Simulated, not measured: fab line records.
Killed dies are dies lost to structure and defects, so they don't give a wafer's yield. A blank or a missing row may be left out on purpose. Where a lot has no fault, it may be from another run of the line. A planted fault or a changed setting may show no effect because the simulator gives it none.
Comparing a struck lot with a sound one :: flow gf180mcu :: 21 steps out of a route of 602
Sound: the wafers L663.1, L663.5, L663.6. Wafers L669.1, L669.3, L669.4 were the ones struck. The cause is given at the end.
Order at every step that has rows: each side's tool, ch and its chambers, its first start. Under that, the readings that differ: sound wafers :: struck wafers :: difference of the means :: sigmas: that difference in standard deviations of wafers without a fault.
alike: words and numbers the same on both sides, and readings whose means are apart by under 2 such deviations; not compared: readings that were withheld, readings missing a value for some wafer, numbers with overlapping values and no deviation given by the record, and bounds like >300 which may hide the same value.
The two part at a step that has a row with sigmas, a row that says differs or no value, or rows on one side only. Numbers that don't overlap but have no deviation are shown without sigmas and don't part them. Lack of a reading on every wafer of one side parts them only where that side has two or more wafers.

first, 3 steps without rows for these wafers: GF_NWELL_EXPOSE_04 (exposes mask Nwell, target cd 860 nm); GF_NWELL_PEB_05; GF_NWELL_DEVELOP_06 (develop time 60 s).
GF_NWELL_OVL_MEAS_07:
  sound: overlay-01 at day 3 13:07; struck: overlay-02 at day 4 21:55
  alike: NWELL_OVL
then, 2 steps without rows for these wafers: GF_NWELL_IMPLANT_08; GF_NWELL_IMPLANT_09.
GF_NWELL_STRIP_10: strips in O2/N2.
  sound on plasma asher-02 ch 0,1, day 3 13:27; struck on plasma asher-01 ch 0,1, day 4 22:15
reading: strip time to endpoint s (s)
sound: 37.13 37.08 37.27
struck: 36.93 36.99 36.85
difference: -0.24
sigmas: -3
  alike: drypump motor current A, heater power w, oes product au
  not compared: rf hours counter h
GF_NWELL_TW_MEAS_11:
  sound: film metro-04 at day 3 13:33; struck: film metro-01 at day 4 22:21
reading: NWELL_TW
sound: 1585 1577 1584
struck: 1556 1561 1559
difference: -23
sigmas: -2
then, 4 steps without rows for these wafers: GF_LVPWELL_DEHYDRATE_00 (time 60 s); GF_LVPWELL_HMDS_01 (prime time 60 s); GF_LVPWELL_COAT_02 (resist thk 3000 nm); GF_LVPWELL_SOFTBAKE_03.
GF_LVPWELL_EXPOSE_04: exposes mask LVPWELL, target cd 600 nm.
  sound on iline stepper-01 ch 0, day 3 19:37; struck on iline stepper-01 ch 0, day 5 04:58
reading: mask
sound: LVPWELL#0 LVPWELL#0 LVPWELL#0
struck: DNWELL#0 DNWELL#0 DNWELL#0
difference: differs
sigmas: 

reading: stage vel mm s (mm/s)
sound: 500.46 500.31 500.31
struck: 499.52 499.45 499.52
difference: -0.86
sigmas: -3
then, 2 steps without rows for these wafers: GF_LVPWELL_PEB_05; GF_LVPWELL_DEVELOP_06 (develop time 60 s).
GF_LVPWELL_OVL_MEAS_07:
  sound: overlay-02 at day 4 01:58; struck: overlay-02 at day 5 12:07
reading: LVPWELL_OVL (nm)
sound: 0.3 0.5 1.1
struck: - - -
difference: no value on the struck wafers
sigmas: 
then, 2 steps without rows for these wafers: GF_LVPWELL_IMPLANT_08; GF_LVPWELL_IMPLANT_09.
GF_LVPWELL_STRIP_10: strips in O2/N2.
  sound on plasma asher-03 ch 0,1, day 4 02:19; struck on plasma asher-02 ch 0,1, day 5 12:28
  alike: drypump motor current A, heater power w, oes product au, strip time to endpoint s
  not compared: rf hours counter h
GF_LVPWELL_TW_MEAS_11:
  sound: film metro-01 at day 4 02:25; struck: film metro-02 at day 5 12:34
reading: LVPWELL_TW
sound: 554 554 553
struck: 30 30 30
difference: -524
sigmas: -99 or more
then, 1 step without rows for these wafers: GF_MVSD_DEHYDRATE_00 (time 60 s).

WHERE THEY PART
Last at GF_LVPWELL_TW_MEAS_11 as far as this record goes, first at GF_NWELL_STRIP_10.

WHY: the cause the simulator had injected
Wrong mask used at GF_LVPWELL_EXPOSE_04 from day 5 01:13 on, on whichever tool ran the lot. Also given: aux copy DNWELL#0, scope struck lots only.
